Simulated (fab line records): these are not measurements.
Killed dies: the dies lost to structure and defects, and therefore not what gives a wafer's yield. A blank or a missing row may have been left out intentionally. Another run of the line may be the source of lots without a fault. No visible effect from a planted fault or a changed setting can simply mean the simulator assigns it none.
The tool behind it: which one? :: flow sky130 :: Sampling: 13 lots, 39 wafers, 4 of 708 route steps

== WHAT THE GAUGES READ, wafer by wafer ==
SKY_FIELD_ISO_THK_MEAS_25.
lot: L349
measured: day 2 08:43
on: film-metro-03
FIELD_ISO_CVD_24_THK (nm): 600 597 607

lot: L350
measured: day 2 10:59
on: film-metro-02
FIELD_ISO_CVD_24_THK (nm): 598 591 588

lot: L351
measured: day 2 19:43
on: film-metro-02
FIELD_ISO_CVD_24_THK (nm): 590 592 597

lot: L355
measured: day 3 15:53
on: film-metro-01
FIELD_ISO_CVD_24_THK (nm): 595 597 596

lot: L357
measured: day 4 01:52
on: film-metro-01
FIELD_ISO_CVD_24_THK (nm): 600 595 595

lot: L358
measured: day 4 06:14
on: film-metro-02
FIELD_ISO_CVD_24_THK (nm): 596 598 599

lot: L359
measured: day 4 11:34
on: film-metro-02
FIELD_ISO_CVD_24_THK (nm): 593 593 593

lot: L362
measured: day 5 02:55
on: film-metro-02
FIELD_ISO_CVD_24_THK (nm): 603 603 599

lot: L363
measured: day 5 08:23
on: film-metro-02
FIELD_ISO_CVD_24_THK (nm): 591 590 591

lot: L364
measured: day 5 13:01
on: film-metro-02
FIELD_ISO_CVD_24_THK (nm): 594 605 598

lot: L366
measured: day 5 23:41
on: film-metro-01
FIELD_ISO_CVD_24_THK (nm): 593 602 597

lot: L367
measured: day 6 05:13
on: film-metro-02
FIELD_ISO_CVD_24_THK (nm): 596 600 596

lot: L368
measured: day 6 10:46
on: film-metro-02
FIELD_ISO_CVD_24_THK (nm): 595 586 590

SKY_GATE_OXIDE_THK_MEAS_02.
lot: L349
measured: day 12 15:58
on: film-metro-04
GATE_OXIDE_OXIDATION_00_THK (nm): 10.52 10.28 10.56

lot: L350
measured: day 12 20:59
on: film-metro-02
GATE_OXIDE_OXIDATION_00_THK (nm): 10.27 10.35 10.36

lot: L351
measured: day 13 08:41
on: film-metro-03
GATE_OXIDE_OXIDATION_00_THK (nm): 10.29 10.30 10.29

lot: L355
measured: day 14 15:16
on: film-metro-04
GATE_OXIDE_OXIDATION_00_THK (nm): 10.65 10.63 10.64

lot: L357
measured: day 15 11:40
on: film-metro-04
GATE_OXIDE_OXIDATION_00_THK (nm): 10.07 9.89 10.07

lot: L358
measured: day 15 20:35
on: film-metro-03
GATE_OXIDE_OXIDATION_00_THK (nm): 10.47 10.33 10.34

lot: L359
measured: day 16 03:52
on: film-metro-03
GATE_OXIDE_OXIDATION_00_THK (nm): 9.97 10.02 9.98

lot: L362
measured: day 17 04:26
on: film-metro-03
GATE_OXIDE_OXIDATION_00_THK (nm): 10.36 10.23 10.29

lot: L363
measured: day 17 17:49
on: film-metro-04
GATE_OXIDE_OXIDATION_00_THK (nm): 9.99 9.96 10.08

lot: L364
measured: day 18 03:34
on: film-metro-02
GATE_OXIDE_OXIDATION_00_THK (nm): 10.30 10.32 10.01

lot: L366
measured: day 18 13:07
on: film-metro-04
GATE_OXIDE_OXIDATION_00_THK (nm): 10.51 10.72 10.56

lot: L367
measured: day 18 19:58
on: film-metro-02
GATE_OXIDE_OXIDATION_00_THK (nm): 10.62 10.61 10.69

lot: L368
measured: day 19 17:44
on: film-metro-04
GATE_OXIDE_OXIDATION_00_THK (nm): 10.34 10.33 10.53

== EACH LOT AND THE TOOL THAT RAN IT (in order: tool; ch and the chambers of the sampled wafers; start) ==
lot: L349
SKY_FIELD_ISO_ETCH_14: rie-diel-03 ch 0,1,3, day 2 05:41
SKY_FIELD_ISO_STRIP_16: plasma-asher-02 ch 0,1, day 2 05:49

lot: L350
SKY_FIELD_ISO_ETCH_14: rie-diel-04 ch 0,1, day 2 09:07
SKY_FIELD_ISO_STRIP_16: plasma-asher-04 ch 0,1, day 2 09:13

lot: L351
SKY_FIELD_ISO_ETCH_14: rie-diel-04 ch 0,1,3, day 2 15:55
SKY_FIELD_ISO_STRIP_16: plasma-asher-02 ch 0,1, day 2 16:01

lot: L355
SKY_FIELD_ISO_ETCH_14: rie-diel-04 ch 1,3, day 3 13:25
SKY_FIELD_ISO_STRIP_16: plasma-asher-03 ch 0,1, day 3 13:31

lot: L357
SKY_FIELD_ISO_ETCH_14: rie-diel-04 ch 0,1,3, day 3 23:55
SKY_FIELD_ISO_STRIP_16: plasma-asher-02 ch 0,1, day 4 00:01

lot: L358
SKY_FIELD_ISO_ETCH_14: rie-diel-04 ch 0,1, day 4 03:58
SKY_FIELD_ISO_STRIP_16: plasma-asher-02 ch 0,1, day 4 04:04

lot: L359
SKY_FIELD_ISO_ETCH_14: rie-diel-04 ch 0,2,3, day 4 08:35
SKY_FIELD_ISO_STRIP_16: plasma-asher-03 ch 0,1, day 4 08:41

lot: L362
SKY_FIELD_ISO_ETCH_14: rie-diel-04 ch 0,3, day 5 00:40
SKY_FIELD_ISO_STRIP_16: plasma-asher-02 ch 1, day 5 00:46

lot: L363
SKY_FIELD_ISO_ETCH_14: rie-diel-02 ch 1,3, day 5 05:55
SKY_FIELD_ISO_STRIP_16: plasma-asher-02 ch 0,1, day 5 06:01

lot: L364
SKY_FIELD_ISO_ETCH_14: rie-diel-03 ch 0,2,3, day 5 10:26
SKY_FIELD_ISO_STRIP_16: plasma-asher-02 ch 0,1, day 5 10:32

lot: L366
SKY_FIELD_ISO_ETCH_14: rie-diel-03 ch 1,2,3, day 5 21:37
SKY_FIELD_ISO_STRIP_16: plasma-asher-04 ch 0,1, day 5 21:43

lot: L367
SKY_FIELD_ISO_ETCH_14: rie-diel-03 ch 0,1, day 6 02:20
SKY_FIELD_ISO_STRIP_16: plasma-asher-03 ch 0,1, day 6 02:28

lot: L368
SKY_FIELD_ISO_ETCH_14: rie-diel-02 ch 1,2,3, day 6 08:22
SKY_FIELD_ISO_STRIP_16: plasma-asher-02 ch 0,1, day 6 08:28
- SKY_FIELD_ISO_ETCH_14: etches BARC in N2/H2, stops on SiO2, time 45.9 s, target depth 60 nm.
- SKY_FIELD_ISO_STRIP_16: strips in O2/N2.

== WHAT THE TOOLS THEMSELVES READ (means of the sampled wafers that have a number; where no wafer has one, the mark that the record gives instead) ==
SKY_FIELD_ISO_ETCH_14.
lot: L349
tool: rie-diel-03
drypump-motor-current-A (A): 5.6
oes-product-au (a.u.): 0.853
throttle-valve-pct (%): 13.224

lot: L350
tool: rie-diel-04
drypump-motor-current-A (A): 6.5
oes-product-au (a.u.): 0.854
throttle-valve-pct (%): 13.235

lot: L351
tool: rie-diel-04
drypump-motor-current-A (A): 6.1
oes-product-au (a.u.): 0.854
throttle-valve-pct (%): 13.227

lot: L355
tool: rie-diel-04
drypump-motor-current-A (A): 6.1
oes-product-au (a.u.): 0.852
throttle-valve-pct (%): 13.216

lot: L357
tool: rie-diel-04
drypump-motor-current-A (A): 6.1
oes-product-au (a.u.): 0.861
throttle-valve-pct (%): 13.224

lot: L358
tool: rie-diel-04
drypump-motor-current-A (A): 6.5
oes-product-au (a.u.): 0.857
throttle-valve-pct (%): 13.225

lot: L359
tool: rie-diel-04
drypump-motor-current-A (A): 5.8
oes-product-au (a.u.): 0.855
throttle-valve-pct (%): 13.225

lot: L362
tool: rie-diel-04
drypump-motor-current-A (A): 5.7
oes-product-au (a.u.): 0.851
throttle-valve-pct (%): 13.213

lot: L363
tool: rie-diel-02
drypump-motor-current-A (A): 5.7
oes-product-au (a.u.): 0.854
throttle-valve-pct (%): 13.225

lot: L364
tool: rie-diel-03
drypump-motor-current-A (A): 5.7
oes-product-au (a.u.): 0.853
throttle-valve-pct (%): 13.220

lot: L366
tool: rie-diel-03
drypump-motor-current-A (A): 5.4
oes-product-au (a.u.): 0.854
throttle-valve-pct (%): 13.227

lot: L367
tool: rie-diel-03
drypump-motor-current-A (A): 5.8
oes-product-au (a.u.): 0.861
throttle-valve-pct (%): 13.221

lot: L368
tool: rie-diel-02
drypump-motor-current-A (A): 5.7
oes-product-au (a.u.): 0.857
throttle-valve-pct (%): 13.229

SKY_FIELD_ISO_STRIP_16.
lot: L349
tool: plasma-asher-02
drypump-motor-current-A (A): 6.0
o2-flow-sccm (sccm): 3001
oes-product-au (a.u.): 0.376
strip-time-to-endpoint-s (s): 3.530

lot: L350
tool: plasma-asher-04
drypump-motor-current-A (A): 5.2
o2-flow-sccm (sccm): 2999
oes-product-au (a.u.): 0.378
strip-time-to-endpoint-s (s): 3.604

lot: L351
tool: plasma-asher-02
drypump-motor-current-A (A): 6.0
o2-flow-sccm (sccm): 3006
oes-product-au (a.u.): 0.383
strip-time-to-endpoint-s (s): 3.615

lot: L355
tool: plasma-asher-03
drypump-motor-current-A (A): 6.1
o2-flow-sccm (sccm): 3005
oes-product-au (a.u.): 0.377
strip-time-to-endpoint-s (s): 3.595

lot: L357
tool: plasma-asher-02
drypump-motor-current-A (A): 5.9
o2-flow-sccm (sccm): 3006
oes-product-au (a.u.): 0.373
strip-time-to-endpoint-s (s): 3.582

lot: L358
tool: plasma-asher-02
drypump-motor-current-A (A): 6.0
o2-flow-sccm (sccm): 3004
oes-product-au (a.u.): 0.381
strip-time-to-endpoint-s (s): 3.605

lot: L359
tool: plasma-asher-03
drypump-motor-current-A (A): 5.8
o2-flow-sccm (sccm): 3007
oes-product-au (a.u.): 0.382
strip-time-to-endpoint-s (s): 3.604

lot: L362
tool: plasma-asher-02
drypump-motor-current-A (A): 6.0
o2-flow-sccm (sccm): 3009
oes-product-au (a.u.): 0.381
strip-time-to-endpoint-s (s): 3.602

lot: L363
tool: plasma-asher-02
drypump-motor-current-A (A): 5.9
o2-flow-sccm (sccm): 2999
oes-product-au (a.u.): 0.379
strip-time-to-endpoint-s (s): 3.622

lot: L364
tool: plasma-asher-02
drypump-motor-current-A (A): 6.0
o2-flow-sccm (sccm): 2995
oes-product-au (a.u.): 0.382
strip-time-to-endpoint-s (s): 3.990

lot: L366
tool: plasma-asher-04
drypump-motor-current-A (A): 5.5
o2-flow-sccm (sccm): 3001
oes-product-au (a.u.): 0.383
strip-time-to-endpoint-s (s): 3.567

lot: L367
tool: plasma-asher-03
drypump-motor-current-A (A): 6.1
o2-flow-sccm (sccm): 2998
oes-product-au (a.u.): 0.376
strip-time-to-endpoint-s (s): 3.585

lot: L368
tool: plasma-asher-02
drypump-motor-current-A (A): 5.9
o2-flow-sccm (sccm): 2992
oes-product-au (a.u.): 0.376
strip-time-to-endpoint-s (s): 3.829

== THE ANSWER, worked out from the rows above alone ==
Rule: the lots themselves supply what counts as usual. The widest of any qualifying gaps counts: lots, ordered by their means at a reading, are off when they make up no more than a third of the lots, leave a main group of 4 or more, and stand apart from it by 3 or more times the standard deviation of that group's means. Not used: any main group whose means are identical at the precision the tables above print for the reading. A lot without any number at a reading at which 4 lots or more have one is off too. Where the step has rows for the other lots, those lots are counted as sound. Order of review: gauges by route order, followed by the tools' own readings, for which a lot's mean as printed above is used. At the first step where some lot is off, the reading lying furthest off is the one used; lots without a number count as furthest.
Off, at SKY_FIELD_ISO_STRIP_16 on strip-time-to-endpoint-s: L364, L368. The main group has a mean of 3.592 s with a standard deviation of 0.025.
A tool fits if, at that step or a process step before it, it ran every lot that is off, and no sound lot after the first of them. One candidate fits, namely plasma-asher-02 at SKY_FIELD_ISO_STRIP_16. Its last sound lot is L363 (day 5 06:01), its first lot that is off L364 (day 5 10:32): a fault that began between those two fits.
On the lots that are off, the tool's own readings at SKY_FIELD_ISO_STRIP_16 differ by more than 5 times the standard deviation of the sound lots' means, which bears it out; strip-time-to-endpoint-s reads 3.910 s there versus 3.592 s on the sound lots.

== WHAT THE SIMULATOR HAD PUT IN ==
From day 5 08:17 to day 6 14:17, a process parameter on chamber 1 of plasma-asher-02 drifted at SKY_FIELD_ISO_STRIP_16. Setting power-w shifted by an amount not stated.
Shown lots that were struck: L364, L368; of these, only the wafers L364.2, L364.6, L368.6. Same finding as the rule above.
